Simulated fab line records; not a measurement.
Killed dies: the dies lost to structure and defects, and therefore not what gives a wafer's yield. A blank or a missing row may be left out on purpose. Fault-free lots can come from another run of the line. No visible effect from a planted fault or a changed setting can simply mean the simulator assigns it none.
Which tool was responsible?	flow sky130	12 lots, 36 wafers sampled, at 4 steps of a route of 708

== WHAT THE GAUGES READ, wafer by wafer ==
SKY_VT_ADJUST_HVTP_TW_MEAS_11.
lot	measured	on	VT_ADJUST_HVTP_TW
L984	day 6 05:04	filmMetro-04	1366 1364 1364
L985	day 6 08:40	filmMetro-04	1358 1361 1356
L986	day 6 16:16	filmMetro-04	1357 1349 1355
L987	day 6 22:06	filmMetro-01	1376 1374 1365
L989	day 7 11:40	filmMetro-01	1357 1355 1358
L990	day 7 13:47	filmMetro-01	1354 1352 1355
L994	day 8 14:43	filmMetro-04	1355 1354 1361
L998	day 9 22:52	filmMetro-02	1343 1346 1339
L100	day 10 09:22	filmMetro-01	1378 1373 1373
L104	day 11 07:53	filmMetro-02	1334 1332 1338
L105	day 11 16:32	filmMetro-01	1372 1372 1368
L107	day 12 07:49	filmMetro-01	1370 1371 1369

SKY_GATE_OXIDE_TW_MEAS_14.
lot	measured	on	GATE_OXIDE_TW
L984	day 13 23:12	filmMetro-01	228.0 228.4 228.5
L985	day 14 04:31	filmMetro-04	225.8 225.9 224.9
L986	day 14 10:56	filmMetro-04	225.4 227.4 225.0
L987	day 14 19:53	filmMetro-03	220.2 222.0 222.2
L989	day 15 20:22	filmMetro-01	227.6 228.4 227.7
L990	day 15 20:17	filmMetro-01	227.8 227.8 226.1
L994	day 17 10:55	filmMetro-01	228.0 227.6 227.4
L998	day 18 21:37	filmMetro-03	214.4 215.3 215.0 213.9 215.3 214.1
L100	day 19 13:37	filmMetro-03	214.7 215.3 215.2 214.6 215.3 215.7
L104	day 20 18:06	filmMetro-03	223.9 222.9 222.9
L105	day 21 05:20	filmMetro-01	219.2 220.0 220.3
L107	day 21 21:58	filmMetro-04	223.0 223.0 224.6

== EACH LOT AND THE TOOL THAT RAN IT (in order: tool; ch and the chambers of the sampled wafers; start) ==
lot	SKY_SONOS_ONO_ETCH_15	SKY_GATE_OXIDE_IMPLANT_11
L984	rieDiel-03 ch 0,1,3, day 12 17:18	implanter-04 ch 0, day 13 22:51
L985	rieDiel-03 ch 0,1,3, day 13 00:37	implanter-01 ch 0, day 14 04:09
L986	rieDiel-01 ch 0,2,3, day 13 06:31	implanter-02 ch 0, day 14 10:35
L987	rieDiel-04 ch 0,1,2, day 13 16:46	implanter-04 ch 0, day 14 19:32
L989	rieDiel-03 ch 0,2, day 14 10:02	implanter-04 ch 0, day 15 20:02
L990	rieDiel-04 ch 0,1, day 14 12:05	implanter-02 ch 0, day 15 19:57
L994	rieDiel-01 ch 0,1,3, day 16 04:33	implanter-01 ch 0, day 17 10:34
L998	rieDiel-04 ch 2,3, day 17 12:26	implanter-04 ch 0, day 18 21:17
L100	rieDiel-04 ch 1,3, day 18 04:16	implanter-04 ch 0, day 19 13:16
L104	rieDiel-04 ch 1,2,3, day 19 08:37	implanter-01 ch 0, day 20 17:46
L105	rieDiel-01 ch 0,1,2, day 19 20:06	implanter-02 ch 0, day 21 05:01
L107	rieDiel-04 ch 0,1, day 20 13:48	implanter-04 ch 0, day 21 21:38
- SKY_SONOS_ONO_ETCH_15: etches the open film in CHF3/O2, target depth 19.52 nm, time 7.8 s.
- SKY_GATE_OXIDE_IMPLANT_11

== WHAT THE TOOLS THEMSELVES READ (means of the sampled wafers that have a number; where no wafer has one, the mark that the record gives instead) ==
SKY_SONOS_ONO_ETCH_15.
lot	tool	drypumpMotorCurrentA (A)	oesProductAu (a.u.)	throttleValvePct (%)
L984	rieDiel-03	5.5	0.995	8.829
L985	rieDiel-03	5.5	0.991	8.828
L986	rieDiel-01	5.9	1.007	8.819
L987	rieDiel-04	5.4	0.990	8.828
L989	rieDiel-03	5.8	0.997	8.819
L990	rieDiel-04	5.1	0.989	8.822
L994	rieDiel-01	5.6	0.986	8.821
L998	rieDiel-04	5.2	0.997	8.818
L100	rieDiel-04	5.4	1.002	8.817
L104	rieDiel-04	5.4	0.998	8.819
L105	rieDiel-01	5.8	0.994	8.827
L107	rieDiel-04	5.1	1.000	8.827

SKY_GATE_OXIDE_IMPLANT_11.
lot	tool	beamEnergyKeV
L984	implanter-04	10.003
L985	implanter-01	10.000
L986	implanter-02	9.999
L987	implanter-04	10.003
L989	implanter-04	10.003
L990	implanter-02	10.003
L994	implanter-01	10.005
L998	implanter-04	8.688
L100	implanter-04	8.686
L104	implanter-01	10.004
L105	implanter-02	10.006
L107	implanter-04	9.998

== THE ANSWER, worked out from the rows above alone ==
Rule: the usual values come from the lots themselves. Put in order of their means at a reading, lots are off if they are a third of the lots or fewer, leave a main group of 4 or more, and stand apart from it by a gap of 3 or more times the standard deviation of the main group's means; of several such gaps the widest counts. A main group whose means are all the same, to the digits that the tables above print for the reading, isn't used. Also off: a lot with no number at a reading for which 4 or more lots have one. All remaining lots with rows at the step are treated as sound. First the gauges in route order, then the tools' own readings, where a lot's mean is used as printed above. At the first step where some lot is off, the reading lying furthest off is the one used; lots without a number count as furthest.
Off: L998, L100 (SKY_GATE_OXIDE_IMPLANT_11, beamEnergyKeV). Mean 10.002 and standard deviation 0.0025 in the main group.
A tool fits if, at that step or a process step before it, it ran every lot that is off, and no sound lot after the first of them. No candidate that was tried fits.

== WHAT THE SIMULATOR HAD PUT IN ==
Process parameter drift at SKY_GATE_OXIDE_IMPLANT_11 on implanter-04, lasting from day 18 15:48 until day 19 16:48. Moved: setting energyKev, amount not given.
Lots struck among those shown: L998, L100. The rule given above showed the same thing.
